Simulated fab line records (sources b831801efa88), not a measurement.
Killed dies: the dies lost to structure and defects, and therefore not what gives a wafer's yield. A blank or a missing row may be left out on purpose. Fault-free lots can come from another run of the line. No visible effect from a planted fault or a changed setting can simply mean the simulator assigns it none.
The tool behind it: which one? -- flow gf180mcu -- 72 wafers from 24 lots sampled at 4 of the route's 602 steps

WHAT THE GAUGES SHOWED, per wafer
GF_V1_BOW_MEAS_05.
lot,measured,on,V1_BOW (um)
L074,day 17 05:25,filmMetro-02,88 89 88
L075,day 17 13:39,filmMetro-03,90 73 101
L076,day 17 21:55,filmMetro-03,93 92 79
L077,day 18 07:22,filmMetro-03,83 89 83
L078,day 18 19:12,filmMetro-03,91 77 78
L079,day 19 05:32,filmMetro-02,66 89 88
L080,day 19 11:59,filmMetro-04,88 87 87
L081,day 20 00:31,filmMetro-03,72 76 81
L082,day 20 06:37,filmMetro-02,88 89 92
L083,day 20 16:35,filmMetro-03,80 88 84
L084,day 21 06:45,filmMetro-04,93 78 80
L085,day 21 11:47,filmMetro-03,77 92 74
L086,day 21 21:55,filmMetro-03,85 90 63
L087,day 22 09:22,filmMetro-04,68 81 86
L088,day 22 17:07,filmMetro-03,76 79 70
L089,day 22 21:51,filmMetro-02,77 72 74
L090,day 23 07:46,filmMetro-04,85 77 96
L091,day 23 14:34,filmMetro-03,93 85 81
L092,day 24 03:27,filmMetro-04,75 86 82
L093,day 24 07:32,filmMetro-04,90 91 92
L094,day 24 13:41,filmMetro-02,84 74 80
L095,day 24 19:10,filmMetro-02,108 96 101
L096,day 25 04:31,filmMetro-03,88 83 82
L097,day 25 15:34,filmMetro-03,88 96 91

GF_V2_THK_MEAS_01.
lot,measured,on,V2_CVD_00_THK (nm)
L074,day 19 08:22,filmMetro-04,613 594 594
L075,day 19 17:16,filmMetro-02,599 594 602
L076,day 20 00:33,filmMetro-01,605 608 606
L077,day 20 11:41,filmMetro-04,602 594 611
L078,day 20 22:44,filmMetro-04,608 603 601
L079,day 21 09:32,filmMetro-04,599 608 600
L080,day 21 16:19,filmMetro-01,605 598 605
L081,day 22 04:08,filmMetro-01,597 607 615
L082,day 22 10:01,filmMetro-04,615 615 614
L083,day 22 19:16,filmMetro-01,619 610 611
L084,day 23 08:39,filmMetro-02,606 622 610
L085,day 23 13:47,filmMetro-04,616 616 613
L086,day 23 23:46,filmMetro-01,603 595 614
L087,day 24 10:49,filmMetro-02,591 589 589
L088,day 24 17:43,filmMetro-02,592 587 581
L089,day 24 22:05,filmMetro-01,596 609 602
L090,day 25 06:41,filmMetro-04,594 607 595
L091,day 25 14:17,filmMetro-01,598 618 615
L092,day 26 02:04,filmMetro-04,616 599 603
L093,day 26 04:33,filmMetro-01,601 600 615
L094,day 26 10:30,filmMetro-04,605 619 605
L095,day 26 15:59,filmMetro-04,593 601 593
L096,day 27 01:10,filmMetro-02,610 599 619
L097,day 27 11:51,filmMetro-04,584 587 590

GF_M3_RS_MEAS_05: a four-point-probe measurement.
lot,measured,on,M3_ALCU_RS (ohm/sq)
L074,day 20 10:53,filmMetro-01,0.0692 0.0702 0.0693
L075,day 20 20:03,filmMetro-01,0.0698 0.0699 0.0697
L076,day 21 03:43,filmMetro-04,0.0690 0.0681 0.0698
L077,day 21 14:27,filmMetro-04,0.0711 0.0697 0.0707
L078,day 22 00:59,filmMetro-04,0.0686 0.0688 0.0686
L079,day 22 11:46,filmMetro-03,0.0698 0.0691 0.0695
L080,day 22 18:24,filmMetro-03,0.0693 0.0690 0.0686
L081,day 23 06:18,filmMetro-01,0.0690 0.0690 0.0692
L082,day 23 12:11,filmMetro-01,0.0690 0.0697 0.0692
L083,day 23 21:04,filmMetro-04,0.0684 0.0696 0.0686
L084,day 24 09:49,filmMetro-03,0.0694 0.0693 0.0681
L085,day 24 14:50,filmMetro-03,0.0671 0.0683 0.0670
L086,day 25 00:59,filmMetro-01,0.0676 0.0684 0.0677
L087,day 25 10:43,filmMetro-03,0.0704 0.0694 0.0702
L088,day 25 17:50,filmMetro-03,0.0701 0.0692 0.0692
L089,day 25 21:35,filmMetro-04,0.0692 0.0695 0.0685
L090,day 26 05:26,filmMetro-01,0.0690 0.0688 0.0699
L091,day 26 13:51,filmMetro-01,0.0690 0.0699 0.0703
L092,day 27 00:52,filmMetro-03,0.0700 0.0699 0.0705
L093,day 27 03:44,filmMetro-04,0.0683 0.0687 0.0684
L094,day 27 09:17,filmMetro-03,0.0701 0.0685 0.0705
L095,day 27 15:15,filmMetro-03,0.0691 0.0702 0.0688
L096,day 28 00:04,filmMetro-01,0.0685 0.0684 0.0693
L097,day 28 13:06,filmMetro-03,0.0692 0.0693 0.0686

WHICH TOOL RAN EACH LOT (tool, then ch and the chambers of the sampled wafers, then the start)
lot,GF_VT_IMPLANT_RTA_45
L074,"rtpAnneal-01 ch 0, day 7 11:15"
L075,"rtpAnneal-01 ch 0, day 7 19:52"
L076,"rtpAnneal-01 ch 0, day 8 01:26"
L077,"rtpAnneal-02 ch 0, day 8 07:35"
L078,"rtpAnneal-02 ch 0, day 8 15:51"
L079,"rtpAnneal-02 ch 0, day 8 21:41"
L080,"rtpAnneal-02 ch 0, day 9 05:35"
L081,"rtpAnneal-02 ch 0, day 9 12:56"
L082,"rtpAnneal-02 ch 0, day 9 17:39"
L083,"rtpAnneal-01 ch 0, day 10 01:22"
L084,"rtpAnneal-02 ch 0, day 10 11:55"
L085,"rtpAnneal-02 ch 0, day 10 15:30"
L086,"rtpAnneal-01 ch 0, day 10 23:44"
L087,"rtpAnneal-02 ch 0, day 11 07:45"
L088,"rtpAnneal-01 ch 0, day 11 14:34"
L089,"rtpAnneal-02 ch 0, day 11 22:05"
L090,"rtpAnneal-02 ch 0, day 12 04:34"
L091,"rtpAnneal-02 ch 0, day 12 08:38"
L092,"rtpAnneal-01 ch 0, day 12 20:19"
L093,"rtpAnneal-02 ch 0, day 13 01:19"
L094,"rtpAnneal-01 ch 0, day 13 07:36"
L095,"rtpAnneal-02 ch 0, day 13 14:05"
L096,"rtpAnneal-01 ch 0, day 13 21:50"
L097,"rtpAnneal-02 ch 0, day 14 04:41"
- GF_VT_IMPLANT_RTA_45: time 30 s.

AS READ BY THE TOOLS THEMSELVES (means over the sampled wafers that have a number; for cases with no such wafer, the mark the record gives instead)
GF_VT_IMPLANT_RTA_45.
lot,tool,lampPowerPct (%),wafer_temp_C_max
L074,rtpAnneal-01,29,1054.8
L075,rtpAnneal-01,29,1055.2
L076,rtpAnneal-01,29,1055.5
L077,rtpAnneal-02,37,1053.8
L078,rtpAnneal-02,37,1054.1
L079,rtpAnneal-02,37,1055.1
L080,rtpAnneal-02,37,1053.4
L081,rtpAnneal-02,37,1055.0
L082,rtpAnneal-02,37,1055.1
L083,rtpAnneal-01,29,1055.0
L084,rtpAnneal-02,37,1053.3
L085,rtpAnneal-02,37,1053.9
L086,rtpAnneal-01,29,1054.7
L087,rtpAnneal-02,37,1054.4
L088,rtpAnneal-01,29,1056.4
L089,rtpAnneal-02,37,1054.1
L090,rtpAnneal-02,37,1055.1
L091,rtpAnneal-02,37,1054.1
L092,rtpAnneal-01,29,1055.0
L093,rtpAnneal-02,37,1054.6
L094,rtpAnneal-01,29,1056.1
L095,rtpAnneal-02,37,1053.3
L096,rtpAnneal-01,29,1055.6
L097,rtpAnneal-02,37,1054.5

THE ANSWER, worked out from the rows above alone
Rule: the lots themselves supply what counts as usual. Put in order of their means at a reading, lots are off if they are a third of the lots or fewer, leave a main group of 4 or more, and stand apart from it by a gap of 3 or more times the standard deviation of the main group's means; of several such gaps the widest counts. The tables above print the reading to a certain number of digits; a main group whose means all agree to those digits is not used. A lot without any number at a reading at which 4 lots or more have one is off too. All remaining lots with rows at the step are treated as sound. The gauges are gone through in route order, then the tools' own readings, and for those a lot's mean is taken as printed above. At the first step where some lot is off, the reading lying furthest off is the one used; lots without a number count as furthest.
Across all readings shown, no lot is off: no conclusion can be drawn from this.

WHAT WAS PUT IN BY THE SIMULATOR
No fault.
